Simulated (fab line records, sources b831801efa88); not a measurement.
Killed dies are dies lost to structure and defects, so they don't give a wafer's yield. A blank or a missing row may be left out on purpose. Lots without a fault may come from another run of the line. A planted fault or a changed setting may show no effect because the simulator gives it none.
fab line records | flow gf180mcu
record lots=13 wafers=38 last_day=34
route steps=602 shown V3@446 V4@479 MIM@510 V5@544
lots that met no fault: from a run of the same line without faults
start_h: hours from the record's first day to the start of the lot's first wafer shown | wait_h: hours since the lot's step before | " the same as in the row above | L1.1+2: a row that stands for several wafers | - no value, or no start given | * or withheld: withheld | < > ~ a bound
route shown NAME@n: a module of which the file shows steps, and the number in the route of the first | usual: mean/standard deviation of fault-free wafers | same: alike in all rows | chamber/n: place in a boat | sites: the reading at each site | _std_site: their standard deviation | _edge_site: outer sites' mean less inner sites' | radius_mm: how far each site lies from the wafer's centre | mask NAME#n: copy n | behind: the tool/chamber that last shaped the wafer | hold: why the lot was held/for how many hours/how that ended | device: the transistor (n, p or np) that didn't switch | end of line: the same wafers' tests at the end of the route | a step without rows: its recipe alone | killed: dies lost to structure and defects at the first sort, not the wafer's yield | map: a wafer's dies, x killed, . not, _ none there
set.NAME: the setting as run; set.NAME@STEP: as run at that earlier step | model.NAME: the simulator's own value behind a step, which no gauge read
steps of the route over a sample of lots; a table a step, a row a wafer
services: from which hour (start_h, from the record's first day; less than 0 if before it) a tool's chamber was out of use, for how many hours, and why
## steps
# step GF_V3_ETCH_17
# recipe chemistry=C4F8/O2/Ar mask_material=KrF target=SiO2 stop_on=TiN source_w=1500 bias_w=1200 pressure_mtorr=40 c4f8_flow_sccm=withheld O2_flow_sccm=6 Ar_flow_sccm=300 time_s=withheld target_depth_a=6350
# usual oes_product_au=0.856/0.0044
# columns lot.wafer tool chamber start_h wait_h oes_product_au
L263.1 rie_diel-02 1 - - 0.861
L263.3 " 2 " " 0.857
L263.6 " 2 " " 0.855
L264.3 rie_diel-02 0 - - 0.859
L264.4 " 3 " " 0.848
L264.6 " 0 " " 0.861
L265.1 rie_diel-03 1 - - 0.857
L265.2 " 2 " " 0.855
L265.4 " 3 " " 0.862
L266.1 rie_diel-02 0 - - 0.845
L266.5 " 2 " " 0.853
L266.6 " 3 " " 0.844
L270.1 rie_diel-03 1 - - 0.849
L270.3 " 0 " " 0.859
L270.5 " 0 " " 0.854
L271.1 rie_diel-04 3 - - 0.858
L271.5 " 1 " " 0.857
L271.6 " 0 " " 0.852
L272.3 rie_diel-03 0 - - 0.853
L272.4 " 1 " " 0.859
L272.6 " 3 " " 0.858
L275.1 rie_diel-04 2 - - 0.851
L275.2 " 1 " " 0.858
L275.5 " 3 " " 0.850
L276.1 rie_diel-04 0 - - 0.847
L276.3 " 1 " " 0.861
L276.5 " 3 " " 0.854
L278.4 rie_diel-03 0 - - 0.856
L278.5 " 3 " " 0.850
L278.6 " 2 " " 0.849
L279.3 rie_diel-04 3 - - 0.860
L279.4 " 2 " " 0.857
L279.6 " 3 " " 0.857
L285.3 rie_diel-04 0 - - 0.854
L285.4 " 3 " " 0.861
L285.5 " 1 " " 0.861
L286.3 rie_diel-04 2 - - 0.850
L286.4 " 0 " " 0.862
# step GF_V4_THK_MEAS_03
# recipe reads=SiO2_of_V4_CVD_02
# usual V4_CVD_02_THK=851/13
# columns lot.wafer tool chamber start_h wait_h V4_CVD_02_THK[nm]
L263.1 film_metro-04 - 540.48 0.0 842
L263.3 " - " " 833
L263.6 " - " " 844
L264.3 film_metro-01 - 546.22 0.1 840
L264.4 " - " " 844
L264.6 " - " " 861
L265.1 film_metro-03 - 556.62 0.0 859
L265.2 " - " " 840
L265.4 " - " " 852
L266.1 film_metro-01 - 561.61 0.0 842
L266.5 " - " " 869
L266.6 " - " " 864
L270.1 film_metro-01 - 599.33 0.0 857
L270.3 " - " " 844
L270.5 " - " " 845
L271.1 film_metro-03 - 605.10 0.0 835
L271.5 " - " " 864
L271.6 " - " " 835
L272.3 film_metro-03 - 611.64 0.1 854
L272.4 " - " " 850
L272.6 " - " " 852
L275.1 film_metro-04 - 636.59 0.0 844
L275.2 " - " " 837
L275.5 " - " " 858
L276.1 film_metro-01 - 641.10 0.0 865
L276.3 " - " " 867
L276.5 " - " " 877
L278.4 film_metro-01 - 669.36 0.1 875
L278.5 " - " " 864
L278.6 " - " " 842
L279.3 film_metro-04 - 671.74 0.1 833
L279.4 " - " " 846
L279.6 " - " " 860
L285.3 film_metro-04 - 708.22 0.1 832
L285.4 " - " " 840
L285.5 " - " " 851
L286.3 film_metro-03 - 716.08 0.1 832
L286.4 " - " " 838
# step GF_MIM_SPUTTER_07
# recipe material=TiN target_thk_nm=60 power_w=6500 time_s=50 chamber_pressure_pa=0.4
# usual throttle_valve_pct=29.9/1.3
# columns lot.wafer tool chamber start_h wait_h throttle_valve_pct
L263.1 pvd_sputter-02 - 565.08 0.1 29.7
L263.3 " - " " 26.8
L263.6 " - " " 27.1
L264.3 pvd_sputter-01 - 570.71 0.0 30.1
L264.4 " - " " 29.8
L264.6 " - " " 31.0
L265.1 pvd_sputter-02 - 579.72 0.1 30.2
L265.2 " - " " 31.8
L265.4 " - " " 30.0
L266.1 pvd_sputter-03 - 585.37 0.1 29.3
L266.5 " - " " 29.6
L266.6 " - " " 29.2
L270.1 pvd_sputter-02 - 624.36 0.1 30.0
L270.3 " - " " 26.9
L270.5 " - " " 30.4
L271.1 pvd_sputter-02 - 627.32 0.1 30.0
L271.5 " - " " 30.0
L271.6 " - " " 31.4
L272.3 pvd_sputter-03 - 634.07 0.0 29.4
L272.4 " - " " 31.2
L272.6 " - " " 31.3
L275.1 pvd_sputter-03 - 663.08 0.1 31.2
L275.2 " - " " 29.4
L275.5 " - " " 29.5
L276.1 pvd_sputter-02 - 663.17 0.1 30.0
L276.3 " - " " 27.1
L276.5 " - " " 29.9
L278.4 pvd_sputter-01 - 691.36 0.0 30.2
L278.5 " - " " 29.7
L278.6 " - " " 30.4
L279.3 pvd_sputter-01 - 693.34 0.0 29.9
L279.4 " - " " 30.2
L279.6 " - " " 30.5
L285.3 pvd_sputter-02 - 728.71 0.0 31.6
L285.4 " - " " 27.2
L285.5 " - " " 27.2
L286.3 pvd_sputter-01 - 735.76 0.0 30.4
L286.4 " - " " 30.3
# step GF_MIM_METAL_ETCH_19
# recipe chemistry=Cl2/BCl3 mask_material=NOVOLAK stop_on=Si3N4 target_depth_nm=324.5 pressure_mtorr=8 icp_w=800 bias_w=140 Cl2_flow_sccm=80 bcl3_flow_sccm=40 time_s=54.1
# usual drypump_motor_current_A=5.8/0.44 oes_product_au=0.938/0.0057 throttle_valve_pct=28.287/0.0095
# columns lot.wafer tool chamber start_h wait_h drypump_motor_current_A oes_product_au rf_hours_counter_h throttle_valve_pct
L263.1 rie_metal-03 1 585.88 0.1 5.0 0.934 10 28.302
L263.3 " 0 " " 6.0 0.944 - 28.283
L263.6 " 1 " " 5.1 0.931 - 28.285
L264.3 rie_metal-02 0 592.40 0.1 6.5 0.932 - 28.282
L264.4 " 1 " " 5.6 0.941 - 28.301
L264.6 " 1 " " 5.6 0.942 - 28.275
L265.1 rie_metal-03 1 601.25 0.1 5.0 0.935 10 28.295
L265.2 " 0 " " 5.9 0.938 11 28.284
L265.4 " 0 " " 6.0 0.946 - 28.282
L266.1 rie_metal-02 1 606.20 0.1 5.6 0.945 6 28.281
L266.5 " 0 " " 6.5 0.938 - 28.282
L266.6 " 1 " " 5.5 0.935 - 28.275
L270.1 rie_metal-03 0 644.67 0.1 6.0 0.933 12 28.291
L270.3 " 0 " " 6.0 0.939 - 28.268
L270.5 " 1 " " 5.0 0.943 - 28.277
L271.1 rie_metal-02 0 647.30 0.1 6.5 0.938 6 28.289
L271.5 " 0 " " 6.5 0.934 - 28.284
L271.6 " 1 " " 5.6 0.933 - 28.276
L272.3 rie_metal-03 1 653.79 0.1 5.0 0.941 - 28.283
L272.4 " 0 " " 6.0 0.937 - 28.304
L272.6 " 0 " " 6.0 0.938 - 28.276
L275.1 rie_metal-02 0 681.58 0.1 6.5 0.926 8 28.291
L275.2 " 1 " " 5.6 0.944 8 28.287
L275.5 " 0 " " 6.5 0.939 - 28.279
L276.1 rie_metal-03 1 681.82 0.1 5.0 0.939 13 28.297
L276.3 " 1 " " 5.0 0.933 - 28.283
L276.5 " 1 " " 5.0 0.936 - 28.275
L278.4 rie_metal-01 1 709.50 0.1 6.0 0.944 - 28.292
L278.5 " 1 " " 6.0 0.939 - 28.274
L278.6 " 1 " " 6.0 0.927 - 28.288
L279.3 rie_metal-01 1 711.03 0.1 6.0 0.923 - 28.320
L279.4 " 1 " " 6.0 0.910 - 28.319
L279.6 " 1 " " 6.0 0.943 - 28.271
L285.3 rie_metal-01 1 745.85 0.1 6.0 0.942 - 28.287
L285.4 " 0 " " 5.9 0.927 - 28.316
L285.5 " 0 " " 5.8 0.932 - 28.283
L286.3 rie_metal-01 1 752.77 0.1 6.0 0.899 - 28.332
L286.4 " 0 " " 5.8 0.894 - 28.312
# step GF_V5_CMP_04
# recipe material=SiO2 down_force_psi=4 platen_rpm=60 pad_velocity_m_s=0.94248
# usual motor_current_A=12.3/1.6
# columns lot.wafer tool chamber start_h wait_h motor_current_A
L263.3 cmp-02 3 608.38 0.0 15.9
L263.1 " 0 " " 12.4
L263.6 " 3 " " 14.4
L264.4 cmp-01 0 614.94 0.1 11.9
L264.3 " 1 " " 12.6
L264.6 " 2 " " 11.3
L265.4 cmp-01 1 623.75 0.0 12.7
L265.1 " 2 " " 11.1
L265.2 " 3 " " 10.6
L266.1 cmp-01 3 627.64 0.1 10.6
L266.5 " 2 " " 11.0
L266.6 " 3 " " 10.7
L270.1 cmp-01 0 666.17 0.6 11.5
L270.3 " 1 " " 12.6
L270.5 " 2 " " 11.1
L271.1 cmp-02 3 668.49 0.2 16.4
L271.5 " 0 " " 12.0
L271.6 " 1 " " 11.6
L272.4 cmp-02 0 674.04 0.1 12.1
L272.3 " 2 " " 12.0
L272.6 " 0 " " 12.2
L275.2 cmp-01 3 703.05 0.6 10.7
L275.1 " 1 " " 12.2
L275.5 " 3 " " 11.0
L276.1 cmp-01 2 703.40 0.8 11.4
L276.3 " 0 " " 11.8
L276.5 " 1 " " 13.1
L278.4 cmp-02 1 729.01 0.1 11.3
L278.5 " 0 " " 11.9
L278.6 " 1 " " 12.0
L279.4 cmp-01 2 730.68 0.1 11.2
L279.3 " 0 " " 11.5
L279.6 " 1 " " 12.4
L285.4 cmp-02 3 763.33 0.0 16.2
L285.3 " 2 " " 12.3
L285.5 " 0 " " 12.0
L286.4 cmp-02 1 770.40 0.1 12.2
L286.3 " 3 " " 14.9
## services
# columns tool chamber start_h hours kind
cmp-01 - 496.26 1.0 repair
cmp-02 - 497.74 1.6 repair
rie_diel-04 2 535.85 9.2 repair
pvd_sputter-02 - 553.83 7.9 repair
rie_diel-04 - 553.92 14.6 pm
pvd_sputter-02 - 555.99 1.7 repair
rie_diel-03 3 564.92 14.2 repair
cmp-02 - 570.47 2.0 repair
cmp-01 - 572.00 4.0 pm
rie_diel-04 - 582.05 0.1 repair
rie_diel-04 3 584.74 15.7 repair
cmp-02 - 615.09 1.5 repair
cmp-01 - 615.68 1.2 repair
rie_diel-04 2 624.76 6.2 repair
cmp-01 - 630.79 5.5 repair
cmp-02 - 644.14 0.5 repair
cmp-02 - 663.74 3.4 pm
pvd_sputter-02 - 679.53 2.9 repair
cmp-01 - 681.98 5.4 pm
pvd_sputter-02 - 685.77 1.0 repair
rie_diel-04 3 700.94 12.8 repair
cmp-02 - 701.18 7.0 pm
cmp-02 - 744.04 4.0 pm
cmp-01 - 752.70 1.3 repair
## key
first_sign step=GF_MIM_METAL_ETCH_19 reading=oes_product_au direction=down sigmas=5.4 usual=0.938 struck=0.907
effect none on later readings
met_at GF_MIM_SPUTTER_07
struck_lots L279,L286
struck_wafers L279.3,L279.4,L286.3,L286.4
not_acting_at GF_V3_ETCH_17,GF_V4_THK_MEAS_03,GF_V5_CMP_04
onset_between 691.36 693.34
fault kind=process_parameter_drift tool=pvd_sputter-01 chamber=- onset_h=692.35 steps=GF_MIM_SPUTTER_07 channel=target_thk_nm offset=-13.557 shape=step end_h=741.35 scope=struck_wafers_only acts_in=these_recipes_only stated=60
